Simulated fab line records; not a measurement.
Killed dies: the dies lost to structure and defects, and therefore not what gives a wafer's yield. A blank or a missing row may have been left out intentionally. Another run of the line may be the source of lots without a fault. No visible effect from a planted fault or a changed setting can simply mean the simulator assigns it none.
fab line records	flow sky130	part 1 of 2: steps 1 to 24 of 25
record lots=7	wafers=21	last_day=49
route steps=708 shown VIA2@527 METAL3@532 CAPM@537 PAD_OPEN@708
lots that met no fault: from a run of the same line without faults
start_h: the number of hours between the record's first day and the start of the first shown wafer of the lot	wait_h: how many hours have passed since the lot's step before this one	" identical to the entry in the row above	L1.1+2: a row that stands for several wafers	- value missing, or start not given	* or withheld: withheld	< > ~ a bound
route shown NAME@n: a module of which the file shows steps, and the number in the route of the first	usual: average and standard deviation across the fault-free wafers	same: alike in all rows	chamber/n: place in a boat	sites: each site's reading	_std_site: their standard deviation	_edge_site: the outer-site mean with the inner-site mean subtracted	radius_mm: for every site, how far away it sits from the centre of the wafer	mask NAME#n: copy n	behind: the tool/chamber that last shaped the wafer	hold: why the lot was held/for how many hours/how that ended	device: which transistor (n, p or np) failed to switch	end of line: tests of these same wafers at the route's end	where a step has no rows: the recipe by itself	killed: the dies lost at the first sort to structure and to defects; this is not the yield of the wafer	map: the dies of a wafer, with x for killed, . for not killed, _ for no die there
set.NAME: the setting the step ran with; set.NAME@STEP: the setting that earlier step ran with	model.NAME: the simulator's own value behind a step, which no gauge read
a table for each step, a row for each wafer; lots at some steps of the route
services: when a tool's chamber went out of use (start_h, in hours from the record's first day, below 0 if earlier), for how many hours, and the reason
## steps
# step SKY_VIA2_SPUTTER_20
# recipe material=TiN	target_thk_nm=20	chamber_pressure_pa=5	power_w=4000	time_s=80
# usual throttle_valve_pct=29.8/1.1
lot.wafer	tool	chamber	start_h	wait_h	throttle_valve_pct
L351.2	pvd_sputter-03	-	850.03	0.0	30.3
L351.4	"	-	"	"	31.0
L351.6	"	-	"	"	31.3
L352.3	pvd_sputter-03	-	854.18	0.0	27.5
L352.4	"	-	"	"	31.4
L352.6	"	-	"	"	27.7
L358.2	pvd_sputter-02	-	918.18	0.0	30.0
L358.3	"	-	"	"	29.3
L358.4	"	-	"	"	29.3
L360.4	pvd_sputter-04	-	920.45	0.0	30.6
L360.5	"	-	"	"	28.9
L360.6	"	-	"	"	31.4
L361.1	pvd_sputter-03	-	924.22	0.0	30.8
L361.2	"	-	"	"	30.1
L361.5	"	-	"	"	30.9
L364.1	pvd_sputter-02	-	944.79	0.0	29.3
L364.3	"	-	"	"	29.0
L364.5	"	-	"	"	28.9
L369.3	pvd_sputter-02	-	979.18	0.0	29.3
L369.5	"	-	"	"	29.1
L369.6	"	-	"	"	29.4
# step SKY_VIA2_CVD_21
# recipe material=W	target_thk_nm=420	time_s=126.4	temp_c=400	pressure_torr=40
# step SKY_VIA2_RS_MEAS_22
# recipe thk_meas_gauge=four-point-probe	reads=W_of_VIA2_CVD_21+TiN_of_VIA2_SPUTTER_20
# usual VIA2_W_RS=0.2729/0.0029
lot.wafer	tool	chamber	start_h	wait_h	VIA2_W_RS[ohm/sq]
L351.2	film_metro-03	-	850.38	0.2	0.2735
L351.4	"	-	"	"	0.2727
L351.6	"	-	"	"	0.2716
L352.3	film_metro-03	-	854.41	0.1	0.2723
L352.4	"	-	"	"	0.2722
L352.6	"	-	"	"	0.2716
L358.2	film_metro-01	-	918.39	0.1	0.2738
L358.3	"	-	"	"	0.2726
L358.4	"	-	"	"	0.2672
L360.4	film_metro-01	-	920.70	0.1	0.2731
L360.5	"	-	"	"	0.2712
L360.6	"	-	"	"	0.2670
L361.1	film_metro-03	-	924.42	0.1	0.2720
L361.2	"	-	"	"	0.2777
L361.5	"	-	"	"	0.2757
L364.1	film_metro-01	-	944.98	0.1	0.2737
L364.3	"	-	"	"	0.2657
L364.5	"	-	"	"	0.2679
L369.3	film_metro-01	-	979.41	0.1	0.2733
L369.5	"	-	"	"	0.2724
L369.6	"	-	"	"	0.2716
# step SKY_VIA2_THK_MEAS_23
# recipe thk_meas_gauge=xrf	reads=W_of_VIA2_CVD_21
# usual VIA2_W_THK=420/5.3
lot.wafer	tool	chamber	start_h	wait_h	VIA2_W_THK[nm]
L351.2	film_metro-03	-	850.49	0.1	423
L351.4	"	-	"	"	419
L351.6	"	-	"	"	424
L352.3	film_metro-03	-	854.51	0.1	424
L352.4	"	-	"	"	424
L352.6	"	-	"	"	424
L358.2	film_metro-01	-	918.50	0.1	418
L358.3	"	-	"	"	420
L358.4	"	-	"	"	427
L360.4	film_metro-01	-	920.79	0.1	422
L360.5	"	-	"	"	425
L360.6	"	-	"	"	432
L361.1	film_metro-03	-	924.54	0.1	421
L361.2	"	-	"	"	411
L361.5	"	-	"	"	415
L364.1	film_metro-01	-	945.10	0.1	413
L364.3	"	-	"	"	424
L364.5	"	-	"	"	423
L369.3	film_metro-01	-	979.51	0.1	417
L369.5	"	-	"	"	424
L369.6	"	-	"	"	418
# step SKY_VIA2_CMP_24
# recipe stop_on=SiO2	t_overpolish_s=20	down_force_psi=3.5	platen_rpm=60	target_thk_nm=0	pad_velocity_m_s=0.94248
# usual edge_zone_pressure_frac=1.000/0.0046	motor_current_A=11.4/1.7	overpolish_run_s=19.999/0.0092	platen_rpm=60.01/0.036	time_to_endpoint_s=103/4.8
# same t_overpolish_s=20
lot.wafer	tool	chamber	start_h	wait_h	edge_zone_pressure_frac	motor_current_A	overpolish_run_s	platen_rpm	time_to_endpoint_s
L351.4	cmp-02	2	850.59	0.1	0.995	10.1	20.007	59.98	102
L351.2	"	0	"	"	1.001	15.5	20.009	60.04	102
L351.6	"	1	"	"	1.004	11.5	19.990	59.91	108
L352.4	cmp-02	1	854.55	0.0	0.995	11.1	20.012	60.01	111
L352.3	"	2	"	"	0.996	10.5	20.002	60.04	104
L352.6	"	2	"	"	0.999	10.1	19.993	60.03	103
L358.3	cmp-01	1	918.60	0.1	0.993	11.4	20.002	60.06	92
L358.2	"	2	"	"	0.993	10.3	19.997	59.98	103
L358.4	"	3	"	"	0.994	10.3	19.996	60.00	108
L360.4	cmp-02	3	920.92	0.1	0.997	10.1	20.001	60.01	105
L360.5	"	1	"	"	1.005	11.5	19.987	60.09	111
L360.6	"	2	"	"	1.001	10.7	20.005	59.93	104
L361.1	cmp-02	1	924.60	0.1	0.999	10.8	20.018	60.03	108
L361.2	"	0	"	"	1.008	15.0	19.991	60.00	102
L361.5	"	2	"	"	0.997	10.0	20.006	60.05	104
L364.1	cmp-01	0	945.28	0.2	0.997	11.6	20.015	60.01	95
L364.3	"	2	"	"	1.003	10.4	20.024	59.96	106
L364.5	"	0	"	"	0.997	11.4	19.987	59.99	95
L369.3	cmp-02	0	979.60	0.1	1.002	14.7	19.989	60.04	99
L369.5	"	3	"	"	0.998	9.7	19.982	59.97	107
L369.6	"	0	"	"	0.996	15.3	20.010	59.97	99
# step SKY_METAL3_SPUTTER_00
# recipe material=Ti	target_thk_nm=15	power_w=3000	time_s=10	chamber_pressure_pa=0.4
# step SKY_METAL3_SPUTTER_01
# recipe material=TiN	target_thk_nm=20	power_w=6500	time_s=16.7	chamber_pressure_pa=0.4
# step SKY_METAL3_SPUTTER_02
# recipe material=AlCu	target_thk_nm=735	power_w=10600	time_s=39.1	chamber_pressure_pa=0.4
# usual throttle_valve_pct=29.8/1
lot.wafer	tool	chamber	start_h	wait_h	throttle_valve_pct
L351.2	pvd_sputter-02	-	850.88	0.0	30.1
L351.4	"	-	"	"	29.0
L351.6	"	-	"	"	30.0
L352.3	pvd_sputter-03	-	854.90	0.0	30.4
L352.4	"	-	"	"	27.5
L352.6	"	-	"	"	27.6
L358.2	pvd_sputter-02	-	918.90	0.0	29.1
L358.3	"	-	"	"	29.8
L358.4	"	-	"	"	29.2
L360.4	pvd_sputter-01	-	921.17	0.0	29.6
L360.5	"	-	"	"	28.9
L360.6	"	-	"	"	30.8
L361.1	pvd_sputter-02	-	924.94	0.0	29.9
L361.2	"	-	"	"	29.5
L361.5	"	-	"	"	29.0
L364.1	pvd_sputter-01	-	945.63	0.0	31.0
L364.3	"	-	"	"	30.7
L364.5	"	-	"	"	30.9
L369.3	pvd_sputter-01	-	979.90	0.0	30.9
L369.5	"	-	"	"	28.7
L369.6	"	-	"	"	30.5
# step SKY_METAL3_SPUTTER_03
# recipe material=Ti	target_thk_nm=5	power_w=3000	time_s=3.3	chamber_pressure_pa=0.41
# usual throttle_valve_pct=29.9/1
lot.wafer	tool	chamber	start_h	wait_h	throttle_valve_pct
L351.2	pvd_sputter-02	-	850.92	0.0	29.9
L351.4	"	-	"	"	29.1
L351.6	"	-	"	"	29.8
L352.3	pvd_sputter-03	-	854.94	0.0	30.3
L352.4	"	-	"	"	27.7
L352.6	"	-	"	"	27.3
L358.2	pvd_sputter-02	-	918.94	0.0	29.5
L358.3	"	-	"	"	29.9
L358.4	"	-	"	"	29.7
L360.4	pvd_sputter-01	-	921.21	0.0	29.5
L360.5	"	-	"	"	28.9
L360.6	"	-	"	"	31.0
L361.1	pvd_sputter-02	-	924.98	0.0	29.9
L361.2	"	-	"	"	29.2
L361.5	"	-	"	"	29.2
L364.1	pvd_sputter-01	-	945.67	0.0	31.3
L364.3	"	-	"	"	31.0
L364.5	"	-	"	"	31.2
L369.3	pvd_sputter-01	-	979.93	0.0	30.8
L369.5	"	-	"	"	28.9
L369.6	"	-	"	"	30.8
# step SKY_METAL3_SPUTTER_04
# recipe material=TiN	target_thk_nm=70	power_w=6500	time_s=58.3	chamber_pressure_pa=0.4
# step SKY_CAPM_CVD_00
# recipe material=SiO2	target_thk_nm=15.5	temp_c=400	time_s=withheld	rf_w=450
# step SKY_CAPM_THK_MEAS_01
# recipe reads=SiO2_of_CAPM_CVD_00
# usual CAPM_CVD_00_THK=15.57/0.22
lot.wafer	tool	chamber	start_h	wait_h	CAPM_CVD_00_THK[nm]
L351.2	film_metro-03	-	851.02	-	15.68
L351.4	"	-	"	"	15.55
L351.6	"	-	"	"	15.77
L352.3	film_metro-03	-	855.05	-	15.43
L352.4	"	-	"	"	15.46
L352.6	"	-	"	"	15.43
L358.2	film_metro-02	-	919.04	-	15.11
L358.3	"	-	"	"	15.36
L358.4	"	-	"	"	15.57
L360.4	film_metro-04	-	921.34	-	15.99
L360.5	"	-	"	"	15.96
L360.6	"	-	"	"	15.97
L361.1	film_metro-03	-	925.07	-	15.30
L361.2	"	-	"	"	15.35
L361.5	"	-	"	"	15.40
L364.1	film_metro-03	-	945.76	-	15.30
L364.3	"	-	"	"	15.29
L364.5	"	-	"	"	15.53
L369.3	film_metro-02	-	980.04	-	15.59
L369.5	"	-	"	"	15.82
L369.6	"	-	"	"	15.73
# step SKY_CAPM_SPUTTER_02
# recipe material=TiN	target_thk_nm=200	temp_c=300	power_w=6500	time_s=166.7	chamber_pressure_pa=0.4
# usual substrate_temp_c=300.00/0.2	throttle_valve_pct=29.9/0.87
lot.wafer	tool	chamber	start_h	wait_h	substrate_temp_c	throttle_valve_pct
L351.2	pvd_sputter-04	-	851.07	0.0	300.19	29.5
L351.4	"	-	"	"	299.83	30.3
L351.6	"	-	"	"	299.96	28.8
L352.3	pvd_sputter-02	-	855.09	0.0	299.88	28.9
L352.4	"	-	"	"	299.92	29.3
L352.6	"	-	"	"	300.07	29.4
L358.2	pvd_sputter-04	-	919.09	0.0	299.96	28.8
L358.3	"	-	"	"	300.09	31.4
L358.4	"	-	"	"	299.79	29.8
L360.4	pvd_sputter-02	-	921.37	0.0	299.62	29.4
L360.5	"	-	"	"	299.93	29.9
L360.6	"	-	"	"	299.80	29.5
L361.1	pvd_sputter-04	-	925.13	0.1	300.25	30.4
L361.2	"	-	"	"	300.04	31.6
L361.5	"	-	"	"	300.28	29.2
L364.1	pvd_sputter-04	-	945.82	0.1	299.62	31.4
L364.3	"	-	"	"	300.14	29.3
L364.5	"	-	"	"	300.02	28.8
L369.3	pvd_sputter-02	-	980.08	0.0	299.77	29.2
L369.5	"	-	"	"	299.90	29.2
L369.6	"	-	"	"	299.94	29.4
# step SKY_CAPM_RS_MEAS_03
# recipe thk_meas_gauge=four-point-probe	reads=TiN_of_CAPM_SPUTTER_02
# usual CAPM_TIN_RS=6.92/0.073
lot.wafer	tool	chamber	start_h	wait_h	hold	CAPM_TIN_RS[ohm/sq]
L351.2	film_metro-02	-	851.20	0.1	-	7.01
L351.4	"	-	"	"	-	7.00
L351.6	"	-	"	"	-	7.11
L352.3	film_metro-04	-	855.24	0.1	-	6.96
L352.4	"	-	"	"	-	6.97
L352.6	"	-	"	"	-	6.93
L358.2	film_metro-04	-	919.22	0.1	await_dispo/0.2h/release	8.17
L358.3	"	-	"	"	await_dispo/0.2h/release	8.21
L358.4	"	-	"	"	await_dispo/0.2h/release	8.10
L358.2	film_metro-04	-	919.51	0.3	-	8.15
L358.3	"	-	"	"	-	8.20
L358.4	"	-	"	"	-	8.12
L360.4	film_metro-02	-	921.54	0.1	-	6.80
L360.5	"	-	"	"	-	6.92
L360.6	"	-	"	"	-	6.85
L361.1	film_metro-04	-	925.24	0.1	await_dispo/0.2h/release	8.19
L361.2	"	-	"	"	await_dispo/0.2h/release	8.29
L361.5	"	-	"	"	await_dispo/0.2h/release	8.27
L361.1	film_metro-04	-	925.53	0.3	-	8.19
L361.2	"	-	"	"	-	8.28
L361.5	"	-	"	"	-	8.28
L364.1	film_metro-03	-	945.93	0.1	await_dispo/0.2h/release	8.14
L364.3	"	-	"	"	await_dispo/0.2h/release	8.10
L364.5	"	-	"	"	await_dispo/0.2h/release	8.08
L364.1	film_metro-03	-	946.22	0.3	-	8.14
L364.3	"	-	"	"	-	8.12
L364.5	"	-	"	"	-	8.08
L369.3	film_metro-02	-	980.23	0.1	-	6.89
L369.5	"	-	"	"	-	6.96
L369.6	"	-	"	"	-	6.91
# step SKY_CAPM_THK_MEAS_04
# recipe thk_meas_gauge=xrf	reads=TiN_of_CAPM_SPUTTER_02
# usual CAPM_TIN_THK=199.2/2.3
lot.wafer	tool	chamber	start_h	wait_h	hold	CAPM_TIN_THK[nm]
L351.2	film_metro-02	-	851.31	0.1	-	195.8
L351.4	"	-	"	"	-	196.4
L351.6	"	-	"	"	-	193.8
L352.3	film_metro-04	-	855.34	0.1	-	196.9
L352.4	"	-	"	"	-	196.6
L352.6	"	-	"	"	-	195.9
L360.4	film_metro-02	-	921.63	0.1	-	201.5
L360.5	"	-	"	"	-	198.6
L360.6	"	-	"	"	-	200.8
L358.2	film_metro-04	-	922.20	2.7	await_dispo/0.2h/release	171.9
L358.3	"	-	"	"	await_dispo/0.2h/release	172.1
L358.4	"	-	"	"	await_dispo/0.2h/release	173.4
L358.2	film_metro-04	-	922.42	0.2	-	173.0
L358.3	"	-	"	"	-	171.8
L358.4	"	-	"	"	-	173.6
L361.1	film_metro-04	-	927.99	2.4	await_dispo/0.2h/release	172.1
L361.2	"	-	"	"	await_dispo/0.2h/release	170.1
L361.5	"	-	"	"	await_dispo/0.2h/release	170.6
L361.1	film_metro-04	-	928.22	0.2	-	172.4
L361.2	"	-	"	"	-	170.6
L361.5	"	-	"	"	-	169.6
L364.1	film_metro-03	-	947.91	1.7	await_dispo/0.2h/release	175.1
L364.3	"	-	"	"	await_dispo/0.2h/release	176.9
L364.5	"	-	"	"	await_dispo/0.2h/release	176.7
L364.1	film_metro-03	-	948.14	0.2	-	174.9
L364.3	"	-	"	"	-	176.3
L364.5	"	-	"	"	-	177.1
L369.3	film_metro-02	-	980.33	0.1	-	201.5
L369.5	"	-	"	"	-	200.5
L369.6	"	-	"	"	-	203.0
# step SKY_CAPM_HMDS_06
# recipe prime_time_s=60	prime_temp_c=120
# step SKY_CAPM_COAT_07
# recipe resist=NOVOLAK	spin_rpm=3000	resist_thk_nm=1140
# step SKY_CAPM_SOFTBAKE_08
# recipe temp_c=90	time_s=60	resist=NOVOLAK
# step SKY_CAPM_EXPOSE_09
# recipe mask_id=CAPM	na=0.6	source_shape=conventional	sigma_outer=0.6	polarization=unpolarized	target_cd_nm=1000	dose_mj=159
# step SKY_CAPM_PEB_10
# recipe temp_c=withheld	time_s=*	resist=NOVOLAK
# step SKY_CAPM_DEVELOP_11
# recipe resist=NOVOLAK	developer=TMAH	develop_time_s=60	dev_temp_c=23
# step SKY_CAPM_OVL_MEAS_12
# usual CAPM_OVL=0.6/1.3
lot.wafer	tool	chamber	start_h	wait_h	CAPM_OVL[nm]
L351.2	overlay-01	-	875.88	0.1	-0.5
L351.4	"	-	"	"	-0.9
L351.6	"	-	"	"	0.9
L352.3	overlay-01	-	880.03	0.1	0.6
L352.4	"	-	"	"	1.0
L352.6	"	-	"	"	0.7
L358.2	overlay-02	-	943.63	0.1	-0.5
L358.3	"	-	"	"	-0.4
L358.4	"	-	"	"	0.1
L360.4	overlay-02	-	945.79	0.1	2.4
L360.5	"	-	"	"	3.2
L360.6	"	-	"	"	2.3
L361.1	overlay-01	-	949.22	0.1	-3.0
L361.2	"	-	"	"	-2.5
L361.5	"	-	"	"	0.5
L364.1	overlay-01	-	970.07	0.1	0.6
L364.3	"	-	"	"	0.5
L364.5	"	-	"	"	0.4
L369.3	overlay-01	-	1003.38	0.1	1.5
L369.5	"	-	"	"	1.4
L369.6	"	-	"	"	0.6
# step SKY_CAPM_METAL_ETCH_13
# recipe target_depth_nm=220	stop_on=SiO2	chemistry=Cl2/BCl3	target=TiN	pressure_mtorr=10	icp_w=900	bias_w=48.5	Cl2_flow_sccm=60	bcl3_flow_sccm=30	time_s=62.9
# usual drypump_motor_current_A=6.2/0.39	he_backside_leak_sccm=3.33/0.24	oes_product_au=0.941/0.0075	throttle_valve_pct=21.901/0.0099
lot.wafer	tool	chamber	start_h	wait_h	drypump_motor_current_A	he_backside_leak_sccm	oes_product_au	rf_hours_counter_h	throttle_valve_pct
L351.2	rie_metal-03	0	875.91	0.0	5.9	3.22	0.927	4	21.890
L351.4	"	1	"	"	6.1	3.57	0.928	-	21.907
L351.6	"	1	"	"	6.1	3.64	0.930	-	21.904
L352.3	rie_metal-01	0	880.08	0.0	5.5	3.05	0.945	-	21.896
L352.4	"	1	"	"	6.4	3.40	0.941	-	21.912
L352.6	"	1	"	"	6.4	3.57	0.935	-	21.893
L358.2	rie_metal-02	1	943.66	0.0	6.7	3.46	0.873	15	21.955
L358.3	"	0	"	"	6.2	3.08	0.866	-	21.951
L358.4	"	1	"	"	6.7	3.37	0.874	-	21.955
L360.4	rie_metal-03	0	945.83	0.0	5.8	3.33	0.942	-	21.906
L360.5	"	0	"	"	5.9	3.52	0.940	-	21.909
L360.6	"	1	"	"	6.1	3.46	0.948	-	21.894
L361.1	rie_metal-01	1	949.26	0.0	6.4	3.96	0.873	11	21.954
L361.2	"	0	"	"	5.5	3.08	0.868	2	21.967
L361.5	"	0	"	"	5.5	3.22	0.859	-	21.942
L364.1	rie_metal-02	0	970.11	0.0	6.2	3.15	0.871	7	21.965
L364.3	"	0	"	"	6.2	3.16	0.868	-	21.950
L364.5	"	1	"	"	6.7	3.30	0.879	-	21.936
L369.3	rie_metal-03	0	1003.46	0.1	5.8	3.26	0.944	-	21.881
L369.5	"	0	"	"	5.9	3.54	0.946	-	21.911
L369.6	"	0	"	"	5.9	3.22	0.944	-	21.900
# step SKY_CAPM_STRIP_14
# recipe chemistry=O2/N2	power_w=1400	pressure_mtorr=1500	platen_temp_c=withheld	o2_flow_sccm=3000	n2_flow_sccm=300	overash_fraction=0.5
# usual drypump_motor_current_A=6.0/0.41	oes_product_au=0.711/0.0042	strip_time_to_endpoint_s=12.66/0.047
# same overash_fraction=0.5
lot.wafer	tool	chamber	start_h	wait_h	drypump_motor_current_A	oes_product_au	rf_hours_counter_h	strip_time_to_endpoint_s
L351.2	plasma_asher-02	1	875.99	0.1	6.0	0.713	104	12.71
L351.4	"	0	"	"	6.2	0.714	-	12.65
L351.6	"	0	"	"	6.2	0.720	-	12.67
L352.3	plasma_asher-03	1	880.16	0.1	6.3	0.711	-	12.74
L352.4	"	0	"	"	6.6	0.711	-	12.71
L352.6	"	1	"	"	6.3	0.707	-	12.73
L358.2	plasma_asher-02	1	943.74	0.1	6.0	0.713	110	12.64
L358.3	"	1	"	"	6.0	0.717	-	12.63
L358.4	"	0	"	"	6.2	0.704	-	12.67
L360.4	plasma_asher-04	1	945.92	0.1	5.4	0.714	-	12.72
L360.5	"	1	"	"	5.4	0.704	-	12.70
L360.6	"	0	"	"	5.5	0.708	-	12.76
L361.1	plasma_asher-03	0	949.34	0.1	6.6	0.713	22	12.60
L361.2	"	1	"	"	6.3	0.704	22	12.67
L361.5	"	1	"	"	6.3	0.713	-	12.68
L364.1	plasma_asher-03	1	970.19	0.1	6.3	0.715	23	12.68
L364.3	"	1	"	"	6.3	0.713	-	12.61
L364.5	"	0	"	"	6.6	0.716	-	12.61
L369.3	plasma_asher-04	0	1003.59	0.1	5.5	0.706	-	12.63
L369.5	"	1	"	"	5.4	0.713	-	12.62
L369.6	"	0	"	"	5.5	0.715	-	12.65
## key
first_sign step=SKY_CAPM_RS_MEAS_03	reading=visit	direction=added
effect step=SKY_CAPM_RS_MEAS_03	reading=CAPM_TIN_RS	direction=up	sigmas=17	usual=6.92	struck=8.17
effect step=SKY_CAPM_THK_MEAS_04	reading=visit	direction=added
effect step=SKY_CAPM_THK_MEAS_04	reading=CAPM_TIN_THK	direction=down	sigmas=11	usual=199.2	struck=173.2
effect step=SKY_CAPM_METAL_ETCH_13	reading=oes_product_au	direction=down	sigmas=9.5	usual=0.941	struck=0.870
met_at SKY_CAPM_SPUTTER_02
struck_wafers L358.2,L358.3,L358.4,L361.1,L361.2,L361.5,L364.1,L364.3,L364.5
onset_between 851.07 919.09
fault kind=site_profile_drift	tool=pvd_sputter-04	chamber=-	onset_h=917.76	steps=SKY_CAPM_SPUTTER_02	basis=fraction	max_abs_drift=0.26942	slope_share_per_hr=134.71	site_pattern=0,0,0,0,0,-1,-1,-1,-1
